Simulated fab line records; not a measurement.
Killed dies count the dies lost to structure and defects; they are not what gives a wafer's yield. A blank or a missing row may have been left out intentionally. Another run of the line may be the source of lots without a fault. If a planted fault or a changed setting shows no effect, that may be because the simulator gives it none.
2 desks looking at one fault + flow gf180mcu + what lay behind the numbers comes last; until then each desk has only its own

## THE METROLOGY DESK
Lot by lot, what the gauges showed, no matter which tool ran the lot: averages of those sampled wafers that carry a number. The brackets show how far a lot's mean lies from the usual mean; more than 4 standard deviations puts the lot out of limits, marked OUT.
Columns: A = V5_BOW at GF_V5_BOW_MEAS_05, usual 132 um; B = cd-nm at GF_V5_CD_MEAS_14, usual 259.8 nm; C = V5_OVL at GF_V5_OVL_MEAS_15, usual 2 nm
| lot  | first seen here | A   | B     | C  |
|------|-----------------|-----|-------|----|
| L440 | day 27 04:29    | 139 | 260.7 | -1 |
| L443 | day 28 04:08    | 144 | 260.8 | -5 |
| L446 | day 29 02:03    | 127 | 259.7 | -0 |
| L452 | day 30 20:07    | 126 | 259.3 | 0  |
| L458 | day 32 08:07    | 123 | 260.9 | 6  |
| L460 | day 33 04:07    | 115 | 259.0 | -1 |
This desk's verdict: no lot among the 6 shows anything out of limits.

## AT THE TOOL OWNER'S DESK: rie-diel-02
The tool's own readings at GF_V5_ETCH_17 (etches SiO2 in C4F8/O2/Ar, stops on TiN, target depth 855 nm): means of the sampled wafers that have a number, for each lot that ran on this tool. The brackets show how far a lot's mean lies from the usual mean; more than 4 standard deviations puts the lot out of limits, marked OUT.
Columns: A = oes-product-au at GF_V5_ETCH_17, usual 0.860 a.u.; B = rf-fwd-power-W at GF_V5_ETCH_17, usual 1494 W
| lot  | first seen here | A     | B              |
|------|-----------------|-------|----------------|
| L440 | day 28 01:00    | 0.863 | 1496           |
| L443 | day 28 23:00    | 0.871 | 1491           |
| L452 | day 31 13:00    | 0.856 | 1491           |
| L458 | day 33 01:00    | 0.859 | 1732 (+49) OUT |
| L460 | day 33 20:00    | 0.857 | 1738 (+50) OUT |
Finding of this desk: L458, L460 out of limits; the first was L458 at day 33 01:00, on rf-fwd-power-W at GF_V5_ETCH_17. L440, L443, L452 stayed within limits.

## ALL TOGETHER
An alarm could have come from the tool owner's desk at day 33 01:00, on L458, L460.
The metrology desk saw nothing out of limits.
The metrology desk holds a record of L458, L460, inside its limits.
Of the lots named, all ran GF_V5_ETCH_17 on rie-diel-02.

## WHAT HAD BEEN PUT IN BY THE SIMULATOR
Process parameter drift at GF_V5_ETCH_17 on rie-diel-02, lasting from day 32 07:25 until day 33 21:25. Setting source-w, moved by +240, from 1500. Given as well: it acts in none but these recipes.
Shown lots that were struck: L458, L460.
Time in hours from fault onset to the first out-of-limits reading at each desk: the tool owner's desk, 18.
